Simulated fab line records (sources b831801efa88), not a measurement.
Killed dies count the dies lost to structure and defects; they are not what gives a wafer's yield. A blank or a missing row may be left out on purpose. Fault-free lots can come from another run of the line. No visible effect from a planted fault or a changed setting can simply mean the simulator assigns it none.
The tool behind it: which one? || flow sfqLine || 42 wafers from 14 lots sampled at 4 of the route's 325 steps

## WHAT THE GAUGES READ, wafer by wafer
SFQ_I2_OVL_MEAS_918. Usual: I2_OVL typically reads 1 nm, with standard deviation 6.
{"lot": "L309", "measured": "day 43 09:38", "on": "overlay-02", "I2_OVL (nm)": "2 1 -2", "flag": ""}
{"lot": "L310", "measured": "day 43 16:58", "on": "overlay-01", "I2_OVL (nm)": "10 12 7", "flag": ""}
{"lot": "L311", "measured": "day 44 10:46", "on": "overlay-02", "I2_OVL (nm)": "-1 -5 -5", "flag": ""}
{"lot": "L313", "measured": "day 44 23:52", "on": "overlay-01", "I2_OVL (nm)": "7 2 4", "flag": ""}
{"lot": "L315", "measured": "day 45 23:53", "on": "overlay-01", "I2_OVL (nm)": "10 3 8", "flag": ""}
{"lot": "L319", "measured": "day 47 04:41", "on": "overlay-02", "I2_OVL (nm)": "2 3 1", "flag": ""}
{"lot": "L320", "measured": "day 47 14:16", "on": "overlay-01", "I2_OVL (nm)": "1 -10 0", "flag": ""}
{"lot": "L321", "measured": "day 47 22:35", "on": "overlay-01", "I2_OVL (nm)": "3 -3 2", "flag": ""}
{"lot": "L325", "measured": "day 49 10:35", "on": "overlay-01", "I2_OVL (nm)": "3 5 3", "flag": ""}
{"lot": "L326", "measured": "day 49 21:23", "on": "overlay-02", "I2_OVL (nm)": "6 9 3", "flag": ""}
{"lot": "L327", "measured": "day 50 10:43", "on": "overlay-01", "I2_OVL (nm)": "5 7 1", "flag": ""}
{"lot": "L328", "measured": "day 51 06:02", "on": "overlay-01", "I2_OVL (nm)": "-12 -7 -2", "flag": ""}
{"lot": "L329", "measured": "day 51 12:03", "on": "overlay-02", "I2_OVL (nm)": "-5 2 -6", "flag": ""}
{"lot": "L332", "measured": "day 52 12:10", "on": "overlay-02", "I2_OVL (nm)": "0 -6 0", "flag": ""}

SFQ_M8_OVL_MEAS_948. Usual: M8_OVL typically reads -3 nm, with standard deviation 6.4.
{"lot": "L309", "measured": "day 86 04:13", "on": "overlay-01", "M8_OVL (nm)": "-9 -9 0", "flag": ""}
{"lot": "L310", "measured": "day 87 01:21", "on": "overlay-01", "M8_OVL (nm)": "-4 -5 -14", "flag": ""}
{"lot": "L311", "measured": "day 87 09:23", "on": "overlay-01", "M8_OVL (nm)": "-2 -13 0", "flag": ""}
{"lot": "L313", "measured": "day 87 15:13", "on": "overlay-02", "M8_OVL (nm)": "-8 -8 9", "flag": ""}
{"lot": "L315", "measured": "day 88 16:50", "on": "overlay-01", "M8_OVL (nm)": "-6 -8 -4", "flag": ""}
{"lot": "L319", "measured": "day 89 17:54", "on": "overlay-02", "M8_OVL (nm)": "-3 -4 -4", "flag": ""}
{"lot": "L320", "measured": "day 89 21:28", "on": "overlay-02", "M8_OVL (nm)": "-7 -2 -7", "flag": ""}
{"lot": "L321", "measured": "day 90 02:29", "on": "overlay-01", "M8_OVL (nm)": "-1 -10 -9", "flag": ""}
{"lot": "L325", "measured": "day 94 08:37", "on": "overlay-02", "M8_OVL (nm)": "-5 -8 -6", "flag": ""}
{"lot": "L326", "measured": "day 94 09:49", "on": "overlay-01", "M8_OVL (nm)": "-7 -1 6", "flag": ""}
{"lot": "L327", "measured": "day 94 12:13", "on": "overlay-01", "M8_OVL (nm)": "-11 -6 -6", "flag": ""}
{"lot": "L328", "measured": "day 94 15:49", "on": "overlay-02", "M8_OVL (nm)": "1 11 4", "flag": ""}
{"lot": "L329", "measured": "day 94 18:22", "on": "overlay-01", "M8_OVL (nm)": "-15 -8 -5", "flag": ""}
{"lot": "L332", "measured": "day 96 15:01", "on": "overlay-01", "M8_OVL (nm)": "8 2 2", "flag": ""}

## WHICH TOOL RAN EACH LOT (tool, then ch and the chambers of the sampled wafers, then the start)
{"lot": "L309", "SFQ_TRILAYER_I2_VIA_BARC_OPEN_VIA_ETCH_096": "rieDiel-02 ch 1,2, day 43 09:40", "SFQ_TRILAYER_I7_METRO_MEASURE_185": "filmMetro-02, day 81 18:05"}
{"lot": "L310", "SFQ_TRILAYER_I2_VIA_BARC_OPEN_VIA_ETCH_096": "rieDiel-01 ch 1,2, day 43 17:00", "SFQ_TRILAYER_I7_METRO_MEASURE_185": "filmMetro-02, day 82 14:35"}
{"lot": "L311", "SFQ_TRILAYER_I2_VIA_BARC_OPEN_VIA_ETCH_096": "rieDiel-04 ch 1,2,3, day 44 10:48", "SFQ_TRILAYER_I7_METRO_MEASURE_185": "filmMetro-04, day 82 18:41"}
{"lot": "L313", "SFQ_TRILAYER_I2_VIA_BARC_OPEN_VIA_ETCH_096": "rieDiel-04 ch 0,1,2, day 44 23:55", "SFQ_TRILAYER_I7_METRO_MEASURE_185": "filmMetro-04, day 83 03:16"}
{"lot": "L315", "SFQ_TRILAYER_I2_VIA_BARC_OPEN_VIA_ETCH_096": "rieDiel-04 ch 1,3, day 45 23:55", "SFQ_TRILAYER_I7_METRO_MEASURE_185": "filmMetro-02, day 84 02:50"}
{"lot": "L319", "SFQ_TRILAYER_I2_VIA_BARC_OPEN_VIA_ETCH_096": "rieDiel-02 ch 0,3, day 47 04:43", "SFQ_TRILAYER_I7_METRO_MEASURE_185": "filmMetro-02, day 85 05:26"}
{"lot": "L320", "SFQ_TRILAYER_I2_VIA_BARC_OPEN_VIA_ETCH_096": "rieDiel-04 ch 1,2,3, day 47 14:19", "SFQ_TRILAYER_I7_METRO_MEASURE_185": "filmMetro-01, day 85 09:41"}
{"lot": "L321", "SFQ_TRILAYER_I2_VIA_BARC_OPEN_VIA_ETCH_096": "rieDiel-04 ch 0,1,3, day 47 22:37", "SFQ_TRILAYER_I7_METRO_MEASURE_185": "filmMetro-01, day 85 15:41"}
{"lot": "L325", "SFQ_TRILAYER_I2_VIA_BARC_OPEN_VIA_ETCH_096": "rieDiel-04 ch 0,1,2, day 49 10:37", "SFQ_TRILAYER_I7_METRO_MEASURE_185": "filmMetro-04, day 87 01:00"}
{"lot": "L326", "SFQ_TRILAYER_I2_VIA_BARC_OPEN_VIA_ETCH_096": "rieDiel-04 ch 0,2,3, day 49 21:25", "SFQ_TRILAYER_I7_METRO_MEASURE_185": "filmMetro-01, day 87 02:51"}
{"lot": "L327", "SFQ_TRILAYER_I2_VIA_BARC_OPEN_VIA_ETCH_096": "rieDiel-04 ch 0,1,3, day 50 10:45", "SFQ_TRILAYER_I7_METRO_MEASURE_185": "filmMetro-01, day 87 22:45"}
{"lot": "L328", "SFQ_TRILAYER_I2_VIA_BARC_OPEN_VIA_ETCH_096": "rieDiel-04 ch 2,3, day 51 06:04", "SFQ_TRILAYER_I7_METRO_MEASURE_185": "filmMetro-04, day 88 14:35"}
{"lot": "L329", "SFQ_TRILAYER_I2_VIA_BARC_OPEN_VIA_ETCH_096": "rieDiel-02 ch 0,3, day 51 12:04", "SFQ_TRILAYER_I7_METRO_MEASURE_185": "filmMetro-02, day 88 17:59"}
{"lot": "L332", "SFQ_TRILAYER_I2_VIA_BARC_OPEN_VIA_ETCH_096": "rieDiel-01 ch 0,1,2, day 52 12:12", "SFQ_TRILAYER_I7_METRO_MEASURE_185": "filmMetro-01, day 93 05:33"}
- SFQ_TRILAYER_I2_VIA_BARC_OPEN_VIA_ETCH_096: etches BARC in O2, target depth 125 nm, time 40.49 s.
- SFQ_TRILAYER_I7_METRO_MEASURE_185

## AS READ BY THE TOOLS THEMSELVES (means over the sampled wafers that have a number; for cases with no such wafer, the mark the record gives instead)
SFQ_TRILAYER_I2_VIA_BARC_OPEN_VIA_ETCH_096. Usual: biasW 79.99 W, standard deviation 0.24; drypumpMotorCurrentA 5.9 A, standard deviation 0.36; oesProductAu 0.694 a.u., standard deviation 0.0044; rfFwdPowerW 495.2 W, standard deviation 1.9.
{"lot": "L309", "tool": "rieDiel-02", "biasW (W)": 79.86, "drypumpMotorCurrentA (A)": 5.9, "oesProductAu (a.u.)": 0.694, "rfFwdPowerW (W)": 494.8, "flag": ""}
{"lot": "L310", "tool": "rieDiel-01", "biasW (W)": 79.91, "drypumpMotorCurrentA (A)": 6.1, "oesProductAu (a.u.)": 0.691, "rfFwdPowerW (W)": 494.9, "flag": ""}
{"lot": "L311", "tool": "rieDiel-04", "biasW (W)": 80.03, "drypumpMotorCurrentA (A)": 5.7, "oesProductAu (a.u.)": 0.695, "rfFwdPowerW (W)": 495.6, "flag": ""}
{"lot": "L313", "tool": "rieDiel-04", "biasW (W)": 79.76, "drypumpMotorCurrentA (A)": 5.8, "oesProductAu (a.u.)": 0.694, "rfFwdPowerW (W)": 494.4, "flag": ""}
{"lot": "L315", "tool": "rieDiel-04", "biasW (W)": 80.33, "drypumpMotorCurrentA (A)": 5.4, "oesProductAu (a.u.)": 0.695, "rfFwdPowerW (W)": 496.3, "flag": ""}
{"lot": "L319", "tool": "rieDiel-02", "biasW (W)": 79.75, "drypumpMotorCurrentA (A)": 6.3, "oesProductAu (a.u.)": 0.697, "rfFwdPowerW (W)": 494.2, "flag": ""}
{"lot": "L320", "tool": "rieDiel-04", "biasW (W)": 80.04, "drypumpMotorCurrentA (A)": 5.7, "oesProductAu (a.u.)": 0.694, "rfFwdPowerW (W)": 495.2, "flag": ""}
{"lot": "L321", "tool": "rieDiel-04", "biasW (W)": 79.96, "drypumpMotorCurrentA (A)": 5.6, "oesProductAu (a.u.)": 0.693, "rfFwdPowerW (W)": 495.3, "flag": ""}
{"lot": "L325", "tool": "rieDiel-04", "biasW (W)": 80.09, "drypumpMotorCurrentA (A)": 5.8, "oesProductAu (a.u.)": 0.695, "rfFwdPowerW (W)": 496.0, "flag": ""}
{"lot": "L326", "tool": "rieDiel-04", "biasW (W)": 79.92, "drypumpMotorCurrentA (A)": 5.9, "oesProductAu (a.u.)": 0.691, "rfFwdPowerW (W)": 496.9, "flag": ""}
{"lot": "L327", "tool": "rieDiel-04", "biasW (W)": 71.53, "drypumpMotorCurrentA (A)": 5.6, "oesProductAu (a.u.)": 0.691, "rfFwdPowerW (W)": 494.8, "flag": "OFF"}
{"lot": "L328", "tool": "rieDiel-04", "biasW (W)": 71.58, "drypumpMotorCurrentA (A)": 6.0, "oesProductAu (a.u.)": 0.692, "rfFwdPowerW (W)": 495.9, "flag": "OFF"}
{"lot": "L329", "tool": "rieDiel-02", "biasW (W)": 80.16, "drypumpMotorCurrentA (A)": 6.3, "oesProductAu (a.u.)": 0.690, "rfFwdPowerW (W)": 495.2, "flag": ""}
{"lot": "L332", "tool": "rieDiel-01", "biasW (W)": 80.31, "drypumpMotorCurrentA (A)": 5.8, "oesProductAu (a.u.)": 0.696, "rfFwdPowerW (W)": 493.4, "flag": ""}

SFQ_TRILAYER_I7_METRO_MEASURE_185. Usual: thkNm at 203.4 nm, with a standard deviation of 1.
{"lot": "L309", "tool": "filmMetro-02", "thkNm (nm)": 203.1, "flag": ""}
{"lot": "L310", "tool": "filmMetro-02", "thkNm (nm)": 203.7, "flag": ""}
{"lot": "L311", "tool": "filmMetro-04", "thkNm (nm)": 203.6, "flag": ""}
{"lot": "L313", "tool": "filmMetro-04", "thkNm (nm)": 202.8, "flag": ""}
{"lot": "L315", "tool": "filmMetro-02", "thkNm (nm)": 203.1, "flag": ""}
{"lot": "L319", "tool": "filmMetro-02", "thkNm (nm)": 202.6, "flag": ""}
{"lot": "L320", "tool": "filmMetro-01", "thkNm (nm)": 202.8, "flag": ""}
{"lot": "L321", "tool": "filmMetro-01", "thkNm (nm)": 203.0, "flag": ""}
{"lot": "L325", "tool": "filmMetro-04", "thkNm (nm)": 203.4, "flag": ""}
{"lot": "L326", "tool": "filmMetro-01", "thkNm (nm)": 203.9, "flag": ""}
{"lot": "L327", "tool": "filmMetro-01", "thkNm (nm)": 205.1, "flag": ""}
{"lot": "L328", "tool": "filmMetro-04", "thkNm (nm)": 204.2, "flag": ""}
{"lot": "L329", "tool": "filmMetro-02", "thkNm (nm)": 205.0, "flag": ""}
{"lot": "L332", "tool": "filmMetro-01", "thkNm (nm)": 204.1, "flag": ""}

## THE ANSWER, worked out from the rows above alone
Rule: take the mean of a lot's wafers that have a number; if it is more than 3 standard deviations from the usual mean, the lot is off. A lot without any number at a reading at which 4 lots or more have one is off too. The other lots that the step has rows for count as sound. Order of review: gauges by route order, followed by the tools' own readings, for which a lot's mean as printed above is used. At the first step where some lot is off, the reading lying furthest off is the one used; lots without a number count as furthest.
Off: L327, L328, at SFQ_TRILAYER_I2_VIA_BARC_OPEN_VIA_ETCH_096 (biasW).
If a tool, at that step or one of the process steps before it, ran each lot that is off and ran no sound lot following the first of them, it fits. One candidate fits, namely rieDiel-04 at SFQ_TRILAYER_I2_VIA_BARC_OPEN_VIA_ETCH_096. A fault onset in the window from L326 (day 49 21:25, its last sound lot) to L327 (day 50 10:45, its first lot off) fits.
On the lots that are off, the tool's own readings at SFQ_TRILAYER_I2_VIA_BARC_OPEN_VIA_ETCH_096 differ by more than 5 times the standard deviation of the sound lots' means, which bears it out; biasW reads 71.56 W there versus 80.01 W on the sound lots.

## WHAT THE SIMULATOR HAD INSERTED
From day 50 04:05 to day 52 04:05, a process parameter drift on rieDiel-04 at SFQ_TRILAYER_I2_VIA_BARC_OPEN_VIA_ETCH_096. A move of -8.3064 in setting biasW, from 80. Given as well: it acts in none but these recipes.
Lots struck among those shown: L327, L328. The rule above found the same.
